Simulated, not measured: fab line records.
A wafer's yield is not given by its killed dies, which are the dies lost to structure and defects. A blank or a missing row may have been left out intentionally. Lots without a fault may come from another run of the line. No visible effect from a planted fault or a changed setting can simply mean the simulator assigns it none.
fab line records    flow sky130
record: lots: 13  wafers: 39  last-day: 50
route steps=708 shown CONTACT@425 METAL1@439 VIA1@461
lots with no fault: from the same line, run without faults
start-h: start of the lot's first displayed wafer, in hours after the record's first day    wait-h: hours elapsed since this lot's preceding step    " identical to the entry in the row above    L1.1+2: several wafers, shown together as one row    - no value, or no start given    * or withheld: withheld    < > ~ a bound
route shown NAME@n: names a module that has steps shown in the file, with the first one's number in the route    usual: average and standard deviation across the fault-free wafers    same: alike in all rows    chamber/n: place in a boat    sites: per-site readings    _std_site: standard deviation across them    _edge_site: mean of outer sites minus mean of inner sites    radius-mm: for every site, how far away it sits from the centre of the wafer    mask NAME#n: copy n    behind: the last tool/chamber to shape the wafer    hold: what put the lot on hold/how long, in hours/how the hold closed    device: the n, p or np transistor that did not switch    end of line: the same wafers' tests at the end of the route    where a step has no rows: the recipe by itself    killed: at the first sort, the dies lost to defects and structure; wafer yield is something else    map: per-die view of a wafer (x killed, . not killed, _ where there is no die)
set.NAME: the setting as run; set.NAME@STEP: as run at that earlier step    model.NAME: the simulator's own value behind a step, which no gauge read
steps of the route over a sample of lots; a table a step, a row a wafer
services: the hour from which a tool's chamber was out of use, counted from the record's first day as start-h (under 0 if before that day), plus the number of hours and why
== steps ==
step: SKY_CONTACT_STRIP_19
recipe: chemistry: O2/N2  power-w: 1400  pressure-mtorr: 1500  platen-temp-c: withheld  o2-flow-sccm: 3000  n2-flow-sccm: 300  overash-fraction: 0.5
usual: drypump-motor-current-A: 5.7/0.48  oes-product-au: 0.380/0.0046  strip-time-to-endpoint-s: 3.61/0.032
lot.wafer  tool             chamber  start-h  wait-h  drypump-motor-current-A  oes-product-au  rf-hours-counter-h  strip-time-to-endpoint-s
L976.1     plasma-asher-02  1        736.44   -       5.8                      0.375           29                  3.53
L976.3     "                0        "        "       5.8                      0.371           -                   3.53
L976.5     "                1        "        "       5.8                      0.373           -                   3.53
L977.2     plasma-asher-01  1        741.50   -       5.4                      0.380           62                  3.61
L977.3     "                1        "        "       5.4                      0.388           -                   3.60
L977.6     "                0        "        "       4.9                      0.396           -                   3.63
L978.1     plasma-asher-03  0        757.60   -       6.2                      0.373           96                  3.58
L978.2     "                1        "        "       6.3                      0.379           96                  3.59
L978.6     "                0        "        "       6.1                      0.383           -                   3.58
L980.1     plasma-asher-03  0        775.40   -       6.2                      0.379           98                  3.60
L980.2     "                1        "        "       6.3                      0.379           98                  3.58
L980.3     "                0        "        "       6.2                      0.379           -                   3.64
L981.1     plasma-asher-01  0        793.44   -       4.9                      0.384           68                  3.60
L981.2     "                1        "        "       5.4                      0.374           68                  3.58
L981.6     "                1        "        "       5.4                      0.383           -                   3.58
L982.3     plasma-asher-03  1        796.27   -       6.3                      0.379           -                   3.60
L982.4     "                0        "        "       6.2                      0.381           -                   3.60
L982.5     "                0        "        "       6.2                      0.379           -                   3.58
L984.1     plasma-asher-02  1        806.62   -       5.8                      0.378           36                  3.58
L984.2     "                0        "        "       5.8                      0.382           36                  3.62
L984.3     "                1        "        "       5.8                      0.379           -                   3.60
L985.1     plasma-asher-01  1        812.27   -       5.4                      0.374           69                  3.65
L985.3     "                1        "        "       5.4                      0.383           -                   3.65
L985.6     "                1        "        "       5.4                      0.369           -                   3.64
L990.2     plasma-asher-01  0        855.45   -       5.0                      0.375           74                  3.59
L990.3     "                1        "        "       5.4                      0.375           -                   3.59
L990.6     "                1        "        "       5.5                      0.379           -                   3.61
L992.2     plasma-asher-03  1        873.89   -       6.3                      0.385           107                 3.58
L992.3     "                0        "        "       6.1                      0.380           -                   3.65
L992.4     "                1        "        "       6.3                      0.380           -                   3.65
L991.1     plasma-asher-03  1        874.80   -       6.3                      0.376           107                 3.62
L991.2     "                0        "        "       6.2                      0.380           107                 3.62
L991.5     "                1        "        "       6.3                      0.369           -                   3.61
L993.1     plasma-asher-01  1        876.74   -       5.4                      0.374           76                  3.53
L993.2     "                0        "        "       5.0                      0.384           76                  3.63
L993.5     "                1        "        "       5.4                      0.378           -                   3.63
L998.3     plasma-asher-01  1        903.31   -       5.4                      0.382           -                   3.62
L998.4     "                0        "        "       4.9                      0.377           -                   3.59
L998.5     "                0        "        "       4.9                      0.380           -                   3.60
step: SKY_METAL1_RS_MEAS_05
recipe: thk-meas-gauge: four-point-probe  reads: TiN_of_METAL1_SPUTTER_04+Ti_of_METAL1_SPUTTER_03+AlCu_of_METAL1_SPUTTER_02+TiN_of_METAL1_SPUTTER_01+Ti_of_METAL1_SPUTTER_00
usual: METAL1_ALCU_RS: 0.1266/0.0018
lot.wafer  tool           chamber  start-h  wait-h  METAL1_ALCU_RS[ohm/sq]
L976.1     film-metro-04  -        738.16   0.0     0.1265
L976.3     "              -        "        "       0.1245
L976.5     "              -        "        "       0.1275
L977.2     film-metro-04  -        742.99   0.0     0.1246
L977.3     "              -        "        "       0.1247
L977.6     "              -        "        "       0.1241
L978.1     film-metro-01  -        759.05   0.0     0.1263
L978.2     "              -        "        "       0.1263
L978.6     "              -        "        "       0.1285
L980.1     film-metro-04  -        776.93   0.0     0.1276
L980.2     "              -        "        "       0.1281
L980.3     "              -        "        "       0.1271
L981.1     film-metro-01  -        795.03   0.0     0.1243
L981.2     "              -        "        "       0.1267
L981.6     "              -        "        "       0.1256
L982.3     film-metro-04  -        797.68   0.1     0.1286
L982.4     "              -        "        "       0.1301
L982.5     "              -        "        "       0.1306
L984.1     film-metro-01  -        808.03   0.0     0.1255
L984.2     "              -        "        "       0.1284
L984.3     "              -        "        "       0.1280
L985.1     film-metro-03  -        813.66   0.0     0.1256
L985.3     "              -        "        "       0.1241
L985.6     "              -        "        "       0.1270
L990.2     film-metro-01  -        856.85   0.0     0.1295
L990.3     "              -        "        "       0.1260
L990.6     "              -        "        "       0.1273
L992.2     film-metro-03  -        875.33   0.0     0.1246
L992.3     "              -        "        "       0.1246
L992.4     "              -        "        "       0.1234
L991.1     film-metro-03  -        876.22   0.0     0.1255
L991.2     "              -        "        "       0.1245
L991.5     "              -        "        "       0.1242
L993.1     film-metro-04  -        878.29   0.0     0.1221
L993.2     "              -        "        "       0.1227
L993.5     "              -        "        "       0.1244
L998.3     film-metro-03  -        904.76   0.1     0.1278
L998.4     "              -        "        "       0.1272
L998.5     "              -        "        "       0.1299
step: SKY_VIA1_BOW_MEAS_03
recipe: mode: bow
usual: VIA1_BOW: 79/6.7
lot.wafer  tool           chamber  start-h  wait-h  VIA1_BOW[um]
L976.1     film-metro-02  -        765.58   0.2     79
L976.3     "              -        "        "       77
L976.5     "              -        "        "       82
L977.2     film-metro-02  -        770.95   0.1     84
L977.3     "              -        "        "       80
L977.6     "              -        "        "       86
L978.1     film-metro-02  -        787.05   0.1     83
L978.2     "              -        "        "       69
L978.6     "              -        "        "       70
L980.1     film-metro-01  -        805.29   0.2     80
L980.2     "              -        "        "       85
L980.3     "              -        "        "       84
L981.1     film-metro-01  -        823.53   0.1     79
L981.2     "              -        "        "       87
L981.6     "              -        "        "       84
L982.3     film-metro-03  -        825.97   0.2     65
L982.4     "              -        "        "       92
L982.5     "              -        "        "       95
L984.1     film-metro-03  -        836.04   0.1     80
L984.2     "              -        "        "       75
L984.3     "              -        "        "       87
L985.1     film-metro-01  -        848.91   0.2     75
L985.3     "              -        "        "       84
L985.6     "              -        "        "       75
L990.2     film-metro-03  -        883.74   0.2     75
L990.3     "              -        "        "       68
L990.6     "              -        "        "       77
L992.2     film-metro-01  -        903.18   0.1     73
L992.3     "              -        "        "       85
L992.4     "              -        "        "       87
L991.1     film-metro-03  -        903.86   0.1     82
L991.2     "              -        "        "       92
L991.5     "              -        "        "       85
L993.1     film-metro-02  -        905.37   0.1     81
L993.2     "              -        "        "       93
L993.5     "              -        "        "       92
L998.3     film-metro-01  -        930.33   0.2     84
L998.4     "              -        "        "       86
L998.5     "              -        "        "       79
step: SKY_VIA1_ETCH_14
recipe: chemistry: N2/H2  target: BARC  ion-energy-ev: 200  source-w: 500  bias-w: 100  pressure-mtorr: 30  n2-flow-sccm: 100  h2-flow-sccm: 200  stop-on: SiO2  time-s: 45.9  target-depth-a: 600
usual: bias-w: 100.0/0.34  drypump-motor-current-A: 5.99/0.17  oes-product-au: 0.855/0.005  run-length-s: 74.4/0.51  throttle-valve-pct: 13.225/0.0098
lot.wafer  tool         chamber  start-h  wait-h  bias-w  drypump-motor-current-A  oes-product-au  rf-hours-counter-h  run-length-s  throttle-valve-pct
L976.1     rie-diel-01  0        792.46   0.0     100.1   6.15                     0.857           6                   74.9          13.215
L976.3     "            3        "        "       100.2   5.89                     0.866           6                   74.6          13.227
L976.5     "            2        "        "       99.6    5.67                     0.855           -                   73.4          13.216
L977.2     rie-diel-01  3        797.71   0.0     99.9    5.92                     0.864           6                   74.6          13.221
L977.3     "            2        "        "       99.6    5.66                     0.865           17                  73.3          13.204
L977.6     "            1        "        "       100.2   6.41                     0.855           -                   74.2          13.215
L978.1     rie-diel-03  3        814.17   0.0     100.3   6.01                     0.853           12                  75.2          13.224
L978.2     "            2        "        "       100.2   6.07                     0.851           4                   73.9          13.230
L978.6     "            3        "        "       100.4   5.98                     0.857           -                   74.8          13.223
L980.1     rie-diel-01  3        831.63   0.0     100.2   5.90                     0.856           7                   74.9          13.205
L980.2     "            1        "        "       99.8    6.39                     0.860           2                   73.8          13.217
L980.3     "            2        "        "       100.0   5.65                     0.857           18                  73.3          13.211
L981.1     rie-diel-01  1        850.78   0.0     99.6    6.37                     0.854           3                   74.0          13.209
L981.2     "            2        "        "       100.1   5.63                     0.858           19                  73.1          13.222
L981.6     "            0        "        "       99.9    6.11                     0.860           -                   74.9          13.242
L982.3     rie-diel-03  2        851.73   0.0     99.8    6.10                     0.860           6                   73.9          13.223
L982.4     "            0        "        "       100.4   5.86                     0.858           12                  74.0          13.238
L982.5     "            1        "        "       100.8   5.85                     0.856           -                   74.8          13.239
L984.1     rie-diel-03  1        858.28   0.0     100.1   5.87                     0.857           10                  74.4          13.206
L984.2     "            3        "        "       100.7   5.97                     0.855           13                  75.3          13.224
L984.3     "            0        "        "       100.0   5.86                     0.858           12                  74.5          13.228
L985.1     rie-diel-03  1        874.32   0.0     100.3   5.86                     0.854           10                  74.3          13.221
L985.3     "            0        "        "       100.2   5.87                     0.858           12                  73.9          13.222
L985.6     "            2        "        "       100.0   6.07                     0.850           -                   74.4          13.221
L990.2     rie-diel-03  1        909.23   0.0     -       5.84                     1.010           11                  51.1          13.230
L990.3     "            2        "        "       100.2   6.10                     0.856           7                   73.8          13.238
L990.6     "            3        "        "       -       5.98                     0.993           -                   51.4          13.250
L992.2     rie-diel-01  3        927.37   0.0     99.9    5.89                     0.847           10                  74.7          13.213
L992.3     "            0        "        "       100.0   6.15                     0.855           10                  75.3          13.208
L992.4     "            0        "        "       99.7    6.12                     0.846           -                   75.2          13.223
L991.1     rie-diel-02  2        928.14   0.0     100.1   6.01                     0.851           1                   74.0          13.233
L991.2     "            3        "        "       100.0   6.00                     0.849           21                  74.4          13.244
L991.5     "            3        "        "       99.6    5.98                     0.853           -                   74.6          13.221
L993.1     rie-diel-02  0        930.17   0.0     99.6    6.03                     0.859           15                  74.8          13.223
L993.2     "            1        "        "       99.9    5.91                     0.852           2                   74.2          13.223
L993.5     "            0        "        "       99.6    6.04                     0.860           -                   74.8          13.240
L998.3     rie-diel-01  1        954.67   0.0     99.8    6.35                     0.846           6                   73.9          13.206
L998.4     "            1        "        "       100.2   6.34                     0.850           -                   74.7          13.231
L998.5     "            3        "        "       99.5    5.90                     0.853           -                   75.0          13.221
step: SKY_VIA1_ETCH_15
recipe: target: SiO2  chemistry: C4F8/O2/Ar  target-depth-nm: 351  stop-on: TiN  mask-material: KrF-thick  source-w: 1500  bias-w: 1200  pressure-mtorr: 40  c4f8-flow-sccm: withheld  O2_flow_sccm: 6  Ar_flow_sccm: 300  time-s: 54
usual: bias-w: 1200/3.6  oes-product-au: 0.974/0.006  run-length-s: 82.5/0.54
lot.wafer  tool         chamber  start-h  wait-h  bias-w  oes-product-au  rf-hours-counter-h  run-length-s
L976.1     rie-diel-01  0        792.51   0.0     1201    0.970           6                   83.2
L976.3     "            3        "        "       1201    0.978           6                   82.7
L976.5     "            2        "        "       1199    0.973           -                   81.3
L977.2     rie-diel-01  3        797.76   0.0     1202    0.980           6                   83.2
L977.3     "            2        "        "       1201    0.976           17                  81.4
L977.6     "            1        "        "       1199    0.981           -                   82.1
L978.1     rie-diel-03  3        814.21   0.0     1201    0.976           12                  83.0
L978.2     "            2        "        "       1199    0.975           4                   82.0
L978.6     "            3        "        "       1201    0.970           -                   82.9
L980.1     rie-diel-01  3        831.67   0.0     1202    0.975           7                   82.9
L980.2     "            1        "        "       1200    0.974           2                   82.0
L980.3     "            2        "        "       1201    0.978           18                  81.5
L981.1     rie-diel-01  1        850.82   0.0     1198    0.977           3                   82.1
L981.2     "            2        "        "       1201    0.975           19                  81.3
L981.6     "            0        "        "       1202    0.961           -                   83.3
L982.3     rie-diel-03  2        851.77   0.0     1204    0.968           6                   82.1
L982.4     "            0        "        "       1203    0.974           12                  82.3
L982.5     "            1        "        "       1197    0.967           -                   82.8
L984.1     rie-diel-03  1        858.32   0.0     1197    0.980           10                  82.5
L984.2     "            3        "        "       1193    0.971           13                  83.5
L984.3     "            0        "        "       1191    0.975           12                  82.1
L985.1     rie-diel-03  1        874.36   0.0     1198    0.974           10                  82.7
L985.3     "            0        "        "       1200    0.979           12                  82.0
L985.6     "            2        "        "       1203    0.970           -                   81.8
L990.2     rie-diel-03  1        909.27   0.0     1199    0.359           11                  82.4
L990.3     "            2        "        "       1200    0.961           7                   82.1
L990.6     "            3        "        "       1189    0.366           -                   82.8
L992.2     rie-diel-01  3        927.42   0.0     1198    0.978           10                  83.1
L992.3     "            0        "        "       1201    0.980           10                  83.7
L992.4     "            0        "        "       1203    0.968           -                   83.1
L991.1     rie-diel-02  2        928.19   0.0     1205    0.983           1                   82.9
L991.2     "            3        "        "       1195    0.978           21                  82.5
L991.5     "            3        "        "       1198    0.970           -                   82.3
L993.1     rie-diel-02  0        930.21   0.0     1201    0.968           15                  82.8
L993.2     "            1        "        "       1201    0.972           2                   82.1
L993.5     "            0        "        "       1209    0.971           -                   82.9
L998.3     rie-diel-01  1        954.71   0.0     1201    0.967           6                   82.1
L998.4     "            1        "        "       1206    0.965           -                   82.4
L998.5     "            3        "        "       1201    0.974           -                   83.3
step: SKY_VIA1_STRIP_16
recipe: chemistry: O2/N2  power-w: 1400  pressure-mtorr: 1500  platen-temp-c: withheld  o2-flow-sccm: 3000  n2-flow-sccm: 300  overash-fraction: 0.5
usual: drypump-motor-current-A: 5.85/0.22  oes-product-au: 0.416/0.0052  strip-time-to-endpoint-s: 4.459/0.022
lot.wafer  tool             chamber  start-h  wait-h  drypump-motor-current-A  oes-product-au  rf-hours-counter-h  strip-time-to-endpoint-s
L976.1     plasma-asher-02  1        792.55   0.0     5.79                     0.413           35                  4.481
L976.3     "                0        "        "       5.83                     0.416           -                   4.458
L976.5     "                1        "        "       5.76                     0.413           -                   4.468
L977.2     plasma-asher-04  1        797.80   0.0     5.58                     0.420           4                   4.459
L977.3     "                1        "        "       5.55                     0.410           -                   4.468
L977.6     "                0        "        "       6.00                     0.419           -                   4.474
L978.1     plasma-asher-02  1        814.26   0.0     5.78                     0.426           37                  4.454
L978.2     "                0        "        "       5.84                     0.420           37                  4.458
L978.6     "                0        "        "       5.80                     0.419           -                   4.456
L980.1     plasma-asher-04  0        831.72   0.0     6.00                     0.421           8                   4.470
L980.2     "                1        "        "       5.54                     0.411           8                   4.467
L980.3     "                1        "        "       5.56                     0.418           -                   4.423
L981.1     plasma-asher-03  0        850.87   0.0     6.16                     0.413           105                 4.481
L981.2     "                1        "        "       6.28                     0.409           105                 4.408
L981.6     "                0        "        "       6.15                     0.418           -                   4.453
L982.3     plasma-asher-02  0        851.85   0.1     5.83                     0.425           -                   4.495
L982.4     "                1        "        "       5.77                     0.416           -                   4.507
L982.5     "                0        "        "       5.83                     0.413           -                   4.497
L984.1     plasma-asher-04  1        858.37   0.0     5.55                     0.415           11                  4.446
L984.2     "                0        "        "       5.99                     0.413           11                  4.436
L984.3     "                0        "        "       5.99                     0.423           -                   4.417
L985.1     plasma-asher-04  1        874.40   0.0     5.54                     0.423           12                  4.446
L985.3     "                1        "        "       5.54                     0.410           -                   4.449
L985.6     "                0        "        "       5.95                     0.416           -                   4.451
L990.2     plasma-asher-04  1        909.32   0.0     5.56                     0.421           16                  4.661
L990.3     "                1        "        "       5.57                     0.414           -                   4.489
L990.6     "                1        "        "       5.57                     0.422           -                   4.679
L992.2     plasma-asher-02  0        927.46   0.0     5.82                     0.420           48                  4.472
L992.3     "                0        "        "       5.81                     0.420           -                   4.486
L992.4     "                1        "        "       5.77                     0.419           -                   4.496
L991.1     plasma-asher-04  0        928.23   0.0     5.95                     0.406           17                  4.413
L991.2     "                1        "        "       5.55                     0.426           17                  4.451
L991.5     "                0        "        "       5.96                     0.411           -                   4.456
L993.1     plasma-asher-02  1        930.25   0.0     5.75                     0.413           49                  4.435
L993.2     "                0        "        "       5.84                     0.422           49                  4.437
L993.5     "                1        "        "       5.76                     0.417           -                   4.454
L998.3     plasma-asher-03  1        954.79   0.1     6.28                     0.415           -                   4.445
L998.4     "                0        "        "       6.15                     0.415           -                   4.449
L998.5     "                0        "        "       6.14                     0.427           -                   4.473
== services ==
tool             chamber  start-h  hours  kind
rie-diel-02      0        722.70   2.9    repair
plasma-asher-04  -        731.40   12.5   pm
rie-diel-02      1        731.50   7.5    repair
rie-diel-01      1        733.10   -      clean
rie-diel-01      1        733.10   13.8   scheduled-down
rie-diel-01      1        733.10   13.8   vent-cycle
plasma-asher-04  -        743.87   9.0    pm
plasma-asher-04  0        743.87   9.0    vent-cycle
plasma-asher-04  1        743.87   9.0    vent-cycle
rie-diel-03      2        748.33   9.4    repair
rie-diel-03      1        757.19   3.6    repair
rie-diel-01      1        760.43   2.5    repair
rie-diel-03      -        787.91   1.1    repair
plasma-asher-02  -        803.04   0.3    repair
rie-diel-03      0        811.39   5.6    repair
rie-diel-02      1        812.84   2.3    repair
rie-diel-01      0        858.52   6.9    repair
rie-diel-03      0        865.09   4.3    repair
rie-diel-03      2        869.54   1.7    repair
rie-diel-03      -        869.75   2.8    pm
rie-diel-02      3        879.52   4.5    repair
rie-diel-01      2        912.47   45.0   repair
plasma-asher-02  -        917.19   4.8    repair
plasma-asher-04  -        940.69   14.6   pm
== key ==
first-sign: step: SKY_VIA1_ETCH_14  reading: run-length-s  direction: down  sigmas: 46  usual: *  struck: *
effect: step: SKY_VIA1_ETCH_14  reading: oes-product-au  direction: up  sigmas: 29  usual: 0.855  struck: 1.002
effect: step: SKY_VIA1_ETCH_15  reading: oes-product-au  direction: down  sigmas: 99+  usual: 0.974  struck: 0.363
effect: step: SKY_VIA1_STRIP_16  reading: strip-time-to-endpoint-s  direction: up  sigmas: 9.8  usual: *  struck: *
met-at SKY_VIA1_ETCH_14
struck-lots L990
struck-wafers L990.2,L990.6
later-rows-left-out L990.2,L990.6
sort-left-out L990.2,L990.6
not-acting-at SKY_CONTACT_STRIP_19,SKY_METAL1_RS_MEAS_05,SKY_VIA1_BOW_MEAS_03
onset-between 874.32 909.23
fault: kind: process-parameter-drift  tool: rie-diel-03  chamber: -  onset-h: 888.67  steps: SKY_VIA1_ETCH_14  channel: time-s  offset: *  shape: step  end-h: 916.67  scope: struck-wafers-only  acts-in: *  stated: *
sort-left-out: the simulated sort isn't trusted on such a fault, so these wafers' sort isn't shown, and their yield isn't known
later-rows-left-out: the simulator's readings of these wafers behind a module that went badly wrong aren't trusted and aren't shown, but for the sort
